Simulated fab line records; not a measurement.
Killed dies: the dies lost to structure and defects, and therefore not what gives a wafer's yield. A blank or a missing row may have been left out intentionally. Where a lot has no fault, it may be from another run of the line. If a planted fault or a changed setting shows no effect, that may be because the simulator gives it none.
Comparing a struck lot with a sound one || flow sky130 || 15 steps out of a route of 708
Sound: wafers L396.3, L396.4, L396.5. The struck wafers were L402.2, L402.3, L402.5. Last of all comes the cause.
Per side, at each step with rows, come the tool, then ch with its chambers, and then its first start. Under that, the readings that differ: sound wafers || struck wafers || difference of the means || sigmas: that difference in standard deviations of wafers without a fault.
alike: readings whose means differ by less than 2 such deviations, and words and numbers that are the same on both sides. not compared: withheld readings, readings that some wafer has no value for, bounds like >300 that may hide the same value, and numbers for which the record gives no deviation and whose values overlap.
The two part at a step that has a row with sigmas, a row that says differs or no value, or rows on one side only. Numbers that have no deviation but don't overlap get no sigmas and don't part them. A reading missing from all wafers of one side parts the sides only when that side holds two or more wafers.

SKY_CONTACT_CMP_27: polishes, stops on SiO2, t overpolish 15 s, target thk 0 nm.
  sound on cmp-02 ch 0,1,3, day 34 18:13; struck on cmp-02 ch 0,2,3, day 36 14:11
  alike: motor-current-A, overpolish-run-s, time-to-endpoint-s
SKY_METAL1_SPUTTER_00: material Ti, target thk 15 nm, time 10 s.
  sound: pvd-sputter-02 at day 34 18:28; struck: pvd-sputter-01 at day 36 14:29
  alike: throttle-valve-pct
SKY_METAL1_SPUTTER_01: material TiN, target thk 20 nm, time 16.7 s.
  sound: pvd-sputter-02 at day 34 18:30; struck: pvd-sputter-01 at day 36 14:31
  alike: throttle-valve-pct
SKY_METAL1_SPUTTER_02: material AlCu, target thk 250 nm, time 13.3 s.
  sound: pvd-sputter-02 at day 34 18:31; struck: pvd-sputter-01 at day 36 14:32
  alike: throttle-valve-pct
then, 1 step without rows for these wafers: SKY_METAL1_SPUTTER_03 (material Ti, target thk 5 nm, time 3.3 s).
SKY_METAL1_SPUTTER_04: material TiN, target thk 70 nm, time 58.3 s.
  sound: pvd-sputter-02 at day 34 18:34; struck: pvd-sputter-01 at day 36 14:35
  alike: throttle-valve-pct
SKY_METAL1_RS_MEAS_05: measures by four-point-probe.
  sound: film-metro-03 at day 34 18:39; struck: film-metro-02 at day 36 14:40
  alike: METAL1_ALCU_RS
SKY_METAL1_THK_MEAS_06: measures by xrf.
  sound: film-metro-03 at day 34 18:45; struck: film-metro-02 at day 36 14:46
  alike: METAL1_ALCU_THK
then, 4 steps without rows for these wafers: SKY_METAL1_DEHYDRATE_07 (time 60 s); SKY_METAL1_HMDS_08 (prime time 60 s); SKY_METAL1_COAT_09 (resist thk 60 nm); SKY_METAL1_COAT_10 (resist thk 450 nm).
SKY_METAL1_SOFTBAKE_11: time 90 s.
  sound on litho-track-02 ch 0, day 35 08:00; struck on litho-track-03 ch 0, day 37 03:00
{"reading": "heater-power-total-W (W)", "sound": "57.39 57.45 57.53", "struck": "59.98 60.08 60.07", "difference": "+2.59", "sigmas": "+24"}
{"reading": "run-length-s (s)", "sound": "119.36 119.47 119.26", "struck": "106.46 106.46 106.42", "difference": -12.92, "sigmas": -52}
then, 1 step without rows for these wafers: SKY_METAL1_EXPOSE_12 (exposes mask MM1, target cd 140 nm).
-- the record jumps here: 12 days lie between the struck wafers' starts before and after (it left off in module METAL1 and takes up again in module PAD_OPEN, whose first step shown is number 708 of the route) --
SKY_PAD_OPEN_PROBE_99:
  sound: prober-02 at day 48 04:10; struck: prober-02 at day 49 12:13
  alike: defect-limited-yield, killed_at_M0_to_M3, killed_at_M4_up, killed-at-contacts, killed-at-front-end, killed-at-other, killed-dies, killed-on-rim, killed-open, killed-short, sort_bin_3_pad_short, sort_bin_5_function, sort_bin_6_memory, sort-n-pass, sort-yield-pct

== WHERE THEY PART ==
Only at SKY_METAL1_SOFTBAKE_11, within this record. Later steps at which nothing parts them and some readings are alike: SKY_PAD_OPEN_PROBE_99.

WHY: what had been put in by the simulator
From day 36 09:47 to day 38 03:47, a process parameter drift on litho-track-03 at SKY_METAL1_SOFTBAKE_11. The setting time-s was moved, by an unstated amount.
